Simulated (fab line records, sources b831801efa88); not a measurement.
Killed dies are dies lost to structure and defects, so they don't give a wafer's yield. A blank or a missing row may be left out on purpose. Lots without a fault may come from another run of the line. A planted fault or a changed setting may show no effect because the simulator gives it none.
A struck lot beside a sound one | flow sky130 | 43 steps out of a route of 708
Sound: wafers L735.3, L735.4, L735.6. Struck: wafers L745.4, L745.5, L745.6. The cause comes at the end.
At each step with rows: each side's tool, then ch and its chambers, then its first start. Under that, the readings that differ: sound wafers | struck wafers | difference of the means | sigmas: that difference in standard deviations of wafers without a fault.
alike: readings whose means differ by less than 2 such deviations, and words and numbers that are the same on both sides. not compared: withheld readings, readings that some wafer has no value for, bounds like >300 that may hide the same value, and numbers for which the record gives no deviation and whose values overlap.
The two part at a step that has a row with sigmas, a row that says differs or no value, or rows on one side only. Numbers that don't overlap but have no deviation are shown without sigmas and don't part them. A reading that every wafer of one side lacks parts them only if that side has two wafers or more.

first, 8 steps without rows for these wafers: SKY_CONTACT_DEHYDRATE_06 (time 60 s); SKY_CONTACT_HMDS_07 (prime time 60 s); SKY_CONTACT_COAT_08 (resist thk 60 nm); SKY_CONTACT_COAT_09 (resist thk 450 nm); SKY_CONTACT_SOFTBAKE_10 (time 90 s); SKY_CONTACT_EXPOSE_11 (exposes mask CTM1, target cd 170 nm); SKY_CONTACT_PEB_12; SKY_CONTACT_DEVELOP_13 (develop time 60 s).
SKY_CONTACT_CD_MEAS_14: target cd 170 nm.
  sound on cd_sem-02, day 31 16:48; struck on cd_sem-01, day 36 01:49
  alike: cd_nm
SKY_CONTACT_OVL_MEAS_15:
  sound on overlay-01, day 31 16:53; struck on overlay-01, day 36 01:53
  alike: CONTACT_OVL
then, 2 steps without rows for these wafers: SKY_CONTACT_ETCH_16 (etches BARC in N2/H2, stops on SiO2, time 45.9 s, target depth 60 nm); SKY_CONTACT_ETCH_17 (etches SiO2 in C4F8/O2/Ar, stops on Si3N4, target depth 340 nm).
SKY_CONTACT_ETCH_18: etches Si3N4 in CHF3/O2, stops on TiN, time 39 s, target depth 75 nm.
  sound on rie_diel-03 ch 0,3, day 31 17:00; struck on rie_diel-02 ch 1,2, day 36 02:00
  alike: drypump_motor_current_A, oes_product_au, throttle_valve_pct
  not compared: rf_hours_counter_h
then, 4 steps without rows for these wafers: SKY_CONTACT_STRIP_19 (strips in O2/N2); SKY_CONTACT_STRIP_20 (strips in post etch residue remover, time 1200 s); SKY_CONTACT_CLEAN_21 (cleans in IPA, time 180 s); SKY_CONTACT_CLEAN_22 (cleans in O3/DIW).
SKY_CONTACT_SPUTTER_23: material TiN, target thk 20 nm, time 80 s.
  sound on pvd_sputter-02, day 31 17:38; struck on pvd_sputter-02, day 36 02:38
  alike: throttle_valve_pct
then, 1 step without rows for these wafers: SKY_CONTACT_CVD_24 (deposits W, target thk 340 nm, time 102.12 s).
SKY_CONTACT_RS_MEAS_25: measures by four-point-probe.
  sound on film_metro-02, day 31 17:51; struck on film_metro-03, day 36 02:52
  alike: CONTACT_W_RS
SKY_CONTACT_THK_MEAS_26: measures by xrf.
  sound on film_metro-02, day 31 17:57; struck on film_metro-03, day 36 02:57
  alike: CONTACT_W_THK
then, 1 step without rows for these wafers: SKY_CONTACT_CMP_27 (polishes, stops on SiO2, t overpolish 15 s, target thk 0 nm).
SKY_METAL1_SPUTTER_00: material Ti, target thk 15 nm, time 10 s.
  sound on pvd_sputter-04, day 31 18:17; struck on pvd_sputter-03, day 36 03:17
  alike: throttle_valve_pct
then, 4 steps without rows for these wafers: SKY_METAL1_SPUTTER_01 (material TiN, target thk 20 nm, time 16.7 s); SKY_METAL1_SPUTTER_02 (material AlCu, target thk 250 nm, time 13.3 s); SKY_METAL1_SPUTTER_03 (material Ti, target thk 5 nm, time 3.3 s); SKY_METAL1_SPUTTER_04 (material TiN, target thk 70 nm, time 58.3 s).
SKY_METAL1_RS_MEAS_05: measures by four-point-probe.
  sound on film_metro-04, day 31 18:28; struck on film_metro-04, day 36 03:29
  alike: METAL1_ALCU_RS
SKY_METAL1_THK_MEAS_06: measures by xrf.
  sound on film_metro-04, day 31 18:34; struck on film_metro-04, day 36 03:34
  alike: METAL1_ALCU_THK
then, 8 steps without rows for these wafers: SKY_METAL1_DEHYDRATE_07 (time 60 s); SKY_METAL1_HMDS_08 (prime time 60 s); SKY_METAL1_COAT_09 (resist thk 60 nm); SKY_METAL1_COAT_10 (resist thk 450 nm); SKY_METAL1_SOFTBAKE_11 (time 90 s); SKY_METAL1_EXPOSE_12 (exposes mask MM1, target cd 140 nm); SKY_METAL1_PEB_13; SKY_METAL1_DEVELOP_14 (develop time 60 s).
SKY_METAL1_CD_MEAS_15: target cd 140 nm.
  sound on cd_sem-02, day 32 21:05; struck on cd_sem-01, day 37 05:39
  alike: cd_nm
SKY_METAL1_OVL_MEAS_16:
  sound on overlay-02, day 32 21:10; struck on overlay-02, day 37 05:44
  alike: METAL1_OVL
SKY_METAL1_DESCUM_17: chemistry O2, time 8 s.
  sound on rie_metal-01 ch 0,1, day 32 21:12; struck on rie_metal-04 ch 0,1, day 37 05:45
  alike: drypump_motor_current_A, oes_product_au, temp_c
  not compared: rf_hours_counter_h
SKY_METAL1_ETCH_18: etches BARC in N2/H2, stops on SiO2, time 45.9 s, target depth 60 nm.
  sound on rie_metal-01 ch 0,1, day 32 21:15; struck on rie_metal-04 ch 0,1, day 37 05:48
  alike: drypump_motor_current_A, oes_product_au, throttle_valve_pct
  not compared: rf_hours_counter_h
SKY_METAL1_METAL_ETCH_19: etches the open film in Cl2/BCl3, stops on SiO2, target depth 360 nm, time 78 s.
  sound on rie_metal-01 ch 0,1, day 32 21:19; struck on rie_metal-04 ch 0,1, day 37 05:52
  alike: drypump_motor_current_A, oes_product_au, throttle_valve_pct
  not compared: rf_hours_counter_h
-- the record jumps here: 12 days lie between the struck wafers' starts before and after (it left off in module METAL1 and takes up again in module PAD_OPEN, whose first step shown is number 708 of the route) --
SKY_PAD_OPEN_PROBE_99:
  the record has rows for the struck wafers here (prober-02, day 49 08:16) and none for the sound ones

WHERE THEY PART
Only at SKY_PAD_OPEN_PROBE_99, within this record.

WHY: what the simulator had put in
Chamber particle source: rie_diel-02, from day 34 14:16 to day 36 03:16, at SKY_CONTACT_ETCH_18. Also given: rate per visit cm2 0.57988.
